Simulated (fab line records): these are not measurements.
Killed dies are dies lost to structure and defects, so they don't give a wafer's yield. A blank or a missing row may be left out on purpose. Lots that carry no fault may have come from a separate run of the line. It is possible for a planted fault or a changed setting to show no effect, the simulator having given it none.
Chamber matching / flow gf180mcu / GF_V1_CMP_04 on cmp-01: 4 sister chambers
The step polishes SiO2. 8 wafers are shown with their chamber, then 7 later ones without.

== WAFERS, EACH WITH ITS CHAMBER ==
wafer=L300.1; chamber=0; motorCurrentA (A)=12.3; timeToEndpointS (s)=72
wafer=L303.1; chamber=0; motorCurrentA (A)=11.7; timeToEndpointS (s)=72
wafer=L303.6; chamber=3; motorCurrentA (A)=10.1; timeToEndpointS (s)=77
wafer=L305.1; chamber=1; motorCurrentA (A)=12.8; timeToEndpointS (s)=73
wafer=L305.3; chamber=2; motorCurrentA (A)=10.9; timeToEndpointS (s)=78
wafer=L305.5; chamber=3; motorCurrentA (A)=9.5; timeToEndpointS (s)=80
wafer=L308.1; chamber=1; motorCurrentA (A)=12.9; timeToEndpointS (s)=81
wafer=L308.3; chamber=2; motorCurrentA (A)=11.1; timeToEndpointS (s)=84

== WAFERS WITH NO CHAMBER GIVEN ==
wafer=L308.5; motorCurrentA (A)=10.9; timeToEndpointS (s)=83
wafer=L310.1; motorCurrentA (A)=12.9; timeToEndpointS (s)=82
wafer=L310.3; motorCurrentA (A)=9.9; timeToEndpointS (s)=82
wafer=L310.6; motorCurrentA (A)=10.7; timeToEndpointS (s)=82
wafer=L313.1; motorCurrentA (A)=13.0; timeToEndpointS (s)=77
wafer=L313.2; motorCurrentA (A)=12.0; timeToEndpointS (s)=77
wafer=L313.3; motorCurrentA (A)=11.6; timeToEndpointS (s)=77

== WHICH CHAMBER EACH WENT THROUGH ==
wafer=L308.5; from the rows above=2; in truth=2
wafer=L310.1; from the rows above=1; in truth=1
wafer=L310.3; from the rows above=3; in truth=3
wafer=L310.6; from the rows above=2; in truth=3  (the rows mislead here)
wafer=L313.1; from the rows above=1; in truth=1
wafer=L313.2; from the rows above=can't be placed: 0 or 1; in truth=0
wafer=L313.3; from the rows above=can't be placed: 0 or 2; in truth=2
4 of 7 placed correctly. Can't be placed from these rows: 2 (the true chamber is among the candidates in 2). 1 placed wrongly.
How it was worked out, from the rows above alone: a wafer's distance from a chamber is the root of the sum, over the readings, of the square of ((its reading less the chamber's mean) divided by the reading's scatter). If the next closest chamber is less than 2 further off than the closest, the wafer can't be placed; otherwise it belongs to the closest. Each chamber's mean is taken over the wafers shown for it. How the scatter is found: for the shown wafers, subtract from each reading the mean of its chamber, square and add these, divide the total by (wafers less chambers), then take the root.
